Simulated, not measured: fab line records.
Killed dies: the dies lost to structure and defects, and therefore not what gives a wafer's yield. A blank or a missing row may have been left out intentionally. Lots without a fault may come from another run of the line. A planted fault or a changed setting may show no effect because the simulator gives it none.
Matching of chambers	flow gf180mcu	4 sister chambers for GF_V2_CMP_04 on cmp-01
The step polishes SiO2. 4 wafers are shown with their chamber, then 7 later ones without.

== WAFERS WITH THEIR CHAMBER ==
wafer	chamber	motor-current-A (A)
L655.3	0	12.3
L656.5	1	13.4
L665.1	2	12.0
L665.3	3	10.7

== WAFERS WHOSE CHAMBER IS MISSING ==
wafer	motor-current-A (A)
L665.5	12.7
L669.2	12.6
L669.3	11.1
L669.5	12.6
L670.1	10.9
L670.5	12.2
L670.6	11.1

== WHICH CHAMBER EACH ONE RAN IN ==
wafer	from the rows above	in truth
L665.5	can't be placed: 0 or 2 or 1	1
L669.2	can't be placed: 0 or 2 or 1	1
L669.3	can't be placed: 3 or 2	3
L669.5	can't be placed: 0 or 2 or 1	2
L670.1	3	3
L670.5	can't be placed: 0 or 2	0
L670.6	can't be placed: 3 or 2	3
Correctly placed: 1 of 7. Can't be placed from these rows: 6 (the true chamber is among the candidates in 6). 0 placed wrongly.
How it was worked out, from the rows above alone: a wafer's distance from a chamber is the root of the sum, over the readings, of the square of ((its reading less the chamber's mean) divided by the reading's scatter). The wafer belongs to the nearest chamber; if the next one is less than 2 further off, it can't be placed. Each chamber's mean is taken over the wafers shown for it. The scatter (one wafer shown for each chamber): square how far every hidden wafer sits from the nearest shown wafer, average those squares and take the square root.
